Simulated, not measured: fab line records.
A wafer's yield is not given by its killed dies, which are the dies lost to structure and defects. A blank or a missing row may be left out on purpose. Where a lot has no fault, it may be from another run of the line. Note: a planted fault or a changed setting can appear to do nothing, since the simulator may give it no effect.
Which tool did it?	flow sky130	12 lots with 34 wafers sampled at 2 steps, on a route of 708 steps

## WHAT THE GAUGES SHOWED, per wafer
SKY_LI_CONTACT_RS_MEAS_22: a four-point-probe measurement. Usual: LI_CONTACT_W_RS gives 0.282 ohm/sq (standard deviation 0.0071).
lot	measured	on	LI_CONTACT_W_RS (ohm/sq)	flag
L182	day 29 05:39	film metro-01	0.288 0.297 0.289	
L184	day 29 18:32	film metro-03	0.289 0.292 0.289	
L183	day 30 01:20	film metro-04	0.279 0.283 0.280	
L186	day 30 12:14	film metro-04	0.291 0.287 0.292	
L187	day 31 04:42	film metro-01	0.287 0.287 0.286	
L188	day 32 04:52	film metro-01	0.268 0.268 0.285	
L192	day 32 19:28	film metro-03	0.267 0.271 0.270	
L193	day 32 23:29	film metro-03	0.288 0.270 0.287	
L194	day 33 11:53	film metro-03	0.268 0.287 0.267	
L201	day 35 15:25	film metro-03	0.286 0.281	
L203	day 36 00:39	film metro-01	0.279 0.292	
L205	day 36 13:37	film metro-03	0.281 0.281 0.278	

SKY_METAL1_THK_MEAS_06: measures by xrf. Usual: METAL1_ALCU_THK gives 249.4 nm (standard deviation 2.1).
lot	measured	on	METAL1_ALCU_THK (nm)	flag
L182	day 31 17:47	film metro-02	251.8 252.7 245.8	
L184	day 32 06:50	film metro-02	251.4 251.0 252.9	
L183	day 32 12:53	film metro-04	246.9 247.5 250.7	
L186	day 32 23:59	film metro-04	248.4 249.6 249.5	
L187	day 33 14:29	film metro-04	250.9 252.7 250.8	
L188	day 34 14:09	film metro-03	252.7 252.5 249.7	
L192	day 35 04:21	film metro-03	249.0 247.2 248.7	
L193	day 35 08:40	film metro-04	251.5 250.0 250.0	
L194	day 35 20:59	film metro-03	250.9 252.3 253.8	
L201	day 37 23:05	film metro-02	251.4 250.2	
L203	day 38 09:17	film metro-03	246.0 250.3	
L205	day 38 21:11	film metro-04	246.2 248.3 246.7	

## TOOL THAT RAN EACH LOT (tool first, then ch and the chambers of the sampled wafers, then the start)
The record shows no process step preceding these readings.

## AS READ BY THE TOOLS THEMSELVES (means over the sampled wafers that have a number; for cases with no such wafer, the mark the record gives instead)
The record holds no such reading with a usual standard deviation.

## THE ANSWER, worked out from the rows above alone
Rule: lot off if the mean of its wafers having a number is beyond 3 standard deviations from the usual mean. A lot without any number at a reading at which 4 lots or more have one is off too. All remaining lots with rows at the step are treated as sound. After the gauges, taken in route order, come the tools' own readings; for these a lot's mean is taken, as printed above. The first step at which some lot is off is used, and at that step the reading that is off furthest; a lot without a number counts as furthest.
No lot is off on any of the readings shown, so nothing can be concluded from this.

## WHAT THE SIMULATOR HAD INSERTED
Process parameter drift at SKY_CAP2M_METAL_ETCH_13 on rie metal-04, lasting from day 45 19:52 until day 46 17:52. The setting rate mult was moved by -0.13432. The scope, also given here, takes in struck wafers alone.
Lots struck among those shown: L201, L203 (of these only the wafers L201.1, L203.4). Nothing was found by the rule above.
